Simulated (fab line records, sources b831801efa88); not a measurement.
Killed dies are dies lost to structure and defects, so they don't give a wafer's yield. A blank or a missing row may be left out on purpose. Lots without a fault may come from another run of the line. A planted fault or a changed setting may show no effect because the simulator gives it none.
Which tool did it? | flow gf180mcu | 6 lots, 18 wafers sampled, at 3 steps of a route of 602

WHAT THE GAUGES READ, wafer by wafer
GF_MVSD_TW_MEAS_11.
lot  | measured    | on            | MVSD_TW
L912 | day 4 15:43 | film_metro-01 | 1577 1574 1577
L915 | day 5 19:13 | film_metro-02 | 1582 1575 1580
L917 | day 6 08:01 | film_metro-04 | 1579 1581 1587
L927 | day 8 11:26 | film_metro-01 | 1574 1573 1570
L930 | day 9 03:26 | film_metro-01 | 1571 1574 1573
L932 | day 9 14:44 | film_metro-04 | 1570 1567 1557

WHICH TOOL RAN EACH LOT (tool, then ch and the chambers of the sampled wafers, then the start)
lot  | GF_LVPWELL_STRIP_10                 | GF_MVSD_STRIP_10
L912 | plasma_asher-02 ch 0,1, day 4 00:34 | plasma_asher-01 ch 0,1, day 4 15:37
L915 | plasma_asher-04 ch 0,1, day 5 03:13 | plasma_asher-01 ch 0,1, day 5 19:07
L917 | plasma_asher-02 ch 0, day 5 16:28   | plasma_asher-02 ch 0, day 6 07:55
L927 | plasma_asher-04 ch 0, day 7 18:09   | plasma_asher-03 ch 0,1, day 8 11:20
L930 | plasma_asher-01 ch 0,1, day 8 10:02 | plasma_asher-02 ch 0,1, day 9 03:21
L932 | plasma_asher-04 ch 0,1, day 8 21:15 | plasma_asher-01 ch 0,1, day 9 14:39
- GF_LVPWELL_STRIP_10: strips in O2/N2.
- GF_MVSD_STRIP_10: strips in O2/N2.

THE ANSWER, worked out from the rows above alone
Rule: what is usual is taken from the lots themselves. Put in order of their means at a reading, lots are off if they are a third of the lots or fewer, leave a main group of 4 or more, and stand apart from it by a gap of 3 or more times the standard deviation of the main group's means; of several such gaps the widest counts. A main group whose means are all the same, to the digits that the tables above print for the reading, isn't used. A lot without any number at a reading at which 4 lots or more have one is off too. The other lots that the step has rows for count as sound.
No lot is off at any reading shown: from this, nothing can be told.

WHAT THE SIMULATOR HAD PUT IN
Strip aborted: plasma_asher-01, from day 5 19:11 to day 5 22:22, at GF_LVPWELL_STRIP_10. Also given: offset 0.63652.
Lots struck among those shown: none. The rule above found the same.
